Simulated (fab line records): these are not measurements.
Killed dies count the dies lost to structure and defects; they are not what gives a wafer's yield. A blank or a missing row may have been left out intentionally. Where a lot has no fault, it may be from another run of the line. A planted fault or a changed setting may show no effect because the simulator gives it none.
A struck lot beside a sound one    flow gf180mcu    16 steps out of a route of 602
Sound: wafers L849.1, L849.2, L849.4. Wafers L869.3, L869.5, L869.6 were the ones struck. The cause is named last.
For every step that has rows: the tool of each side, followed by ch and its chambers, followed by its first start. Under that, the readings that differ: sound wafers    struck wafers    difference of the means    sigmas: that difference in standard deviations of wafers without a fault.
alike: words and numbers the same on both sides, and readings whose means are apart by under 2 such deviations; not compared: readings that were withheld, readings missing a value for some wafer, numbers with overlapping values and no deviation given by the record, and bounds like >300 which may hide the same value.
A row with sigmas, a row that says differs or no value, or rows on one side alone: a step with any of these is where the two part. Non-overlapping numbers with no deviation appear without sigmas and do not part them. A reading missing from all wafers of one side parts the sides only when that side holds two or more wafers.

GF_STI_THK_MEAS_02:
  struck on filmMetro-01, day 5 20:32; sound on filmMetro-03, day 1 17:51
  alike: STI_OXIDATION_THK
then, 1 step without rows for these wafers: GF_STI_CVD_03 (deposits Si3N4 from DCS/NH3, target thk 207.16 nm, time 3551 s).
GF_STI_THK_MEAS_04:
  struck on filmMetro-01, day 5 22:35; sound on filmMetro-03, day 1 19:54
  alike: STI_CVD_03_THK
then, 7 steps without rows for these wafers: GF_STI_DEHYDRATE_05 (time 60 s); GF_STI_HMDS_06 (prime time 60 s); GF_STI_COAT_07 (resist thk 700 nm); GF_STI_SOFTBAKE_08 (time 60 s); GF_STI_EXPOSE_09 (exposes mask COMP, target cd 220 nm); GF_STI_PEB_10 (peb time 90 s); GF_STI_DEVELOP_11 (develop time 60 s).
GF_STI_CD_MEAS_12: target cd 220 nm.
  struck on cdSem-01, day 6 13:15; sound on cdSem-01, day 2 07:50
  alike: cdNm
GF_STI_ETCH_13: etches the open film in CHF3/O2, stops on Si, target depth 282.31 nm, time 112.9 s.
  sound on rieDiel-01 ch 0,1,3, day 2 07:58; struck on rieDiel-01 ch 1,2,3, day 6 13:20
  alike: O2_flow_sccm, drypumpMotorCurrentA, oesProductAu, runLengthS, throttleValvePct
  not compared: rfHoursCounterH
GF_STI_ETCH_14: etches Si in HBr/Cl2/O2, target depth 360 nm, time 102.9 s.
  sound on rieSi-02 ch 1,2,3, day 2 08:02; struck on rieSi-02 ch 1,2,3, day 6 13:25
reading                              sound              struck             difference  sigmas
runLengthS (s)                       130.7 131.7 130.8  78.2 77.5 77.8     -53.2       -99 or more
model.STI.featureDepthNm (nm)        357.8 365.9 366.7  176.2 175.6 176.4  -187.4      
model.etch.depthNm (nm)              357.8 365.9 366.7  176.2 175.6 176.4  -187.4      
model.KrF_of_STI_COAT_07.thkNm (nm)  322.1 321.8 323.1  386.3 388.4 385    +64.2       
  alike: HBr_flow_sccm, O2_flow_sccm, drypumpMotorCurrentA, oesProductAu, throttleValvePct
  not compared: rfHoursCounterH
GF_STI_STRIP_15: strips in O2/N2.
  sound on plasmaAsher-02 ch 0,1, day 2 08:07; struck on plasmaAsher-01 ch 0,1, day 6 13:31
reading                   sound              struck             difference  sigmas
oesProductAu (a.u.)       0.386 0.381 0.382  0.410 0.417 0.408  +0.029      +6
stripTimeToEndpointS (s)  3.76 3.73 3.76     4.42 4.44 4.42     +0.68       +16
  alike: drypumpMotorCurrentA, heaterPowerW
  not compared: rfHoursCounterH
then, 1 step without rows for these wafers: GF_STI_CLEAN_16 (cleans in dHF, time 25 s).
-- the record jumps here: 28 days lie between the struck wafers' starts before and after (it left off in module STI and takes up again in module PASSIVATION, whose first step shown is number 602 of the route) --
GF_PASSIVATION_PROBE_99:
  struck on prober-02, day 34 13:02; sound on prober-01, day 29 11:16
reading                              sound                         struck             difference  sigmas
model.etest.pwellInDnwell.lineOhmUm  3865 3978 3976                2651 2672 2639     -1286       
model.etest.ldpmos_10p0.rOnOhmUm     1.108e+04 1.11e+04 1.109e+04  9873 9943 9960     -1165       
model.etest.pwellInDnwell.rsOhmSq    2287 2335 2352                1649 1647 1624     -685        
model.etest.ldnmos_10p0.rOnOhmUm     3668 3725 3723                3011 2979 3001     -708        
model.etest.pDrift.rsOhmSq           2395 2454 2484                1839 1843 1839     -604        
model.etest.nDrift.rsOhmSq           1113 1156 1156                817.1 818.4 812.1  -325.8      
model.etest.nwell.lineOhmUm          1103 1133 1147                863.2 862.3 853.6  -268.0      
model.etest.nwell.rsOhmSq            965.3 982.3 982.4             729 732.8 724.3    -248        

## WHERE THEY PART
First at GF_STI_ETCH_14; last, within this record, at GF_STI_STRIP_15.

WHY: what the simulator had put in
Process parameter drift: rieSi-02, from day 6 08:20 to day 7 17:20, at GF_STI_ETCH_14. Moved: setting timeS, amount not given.
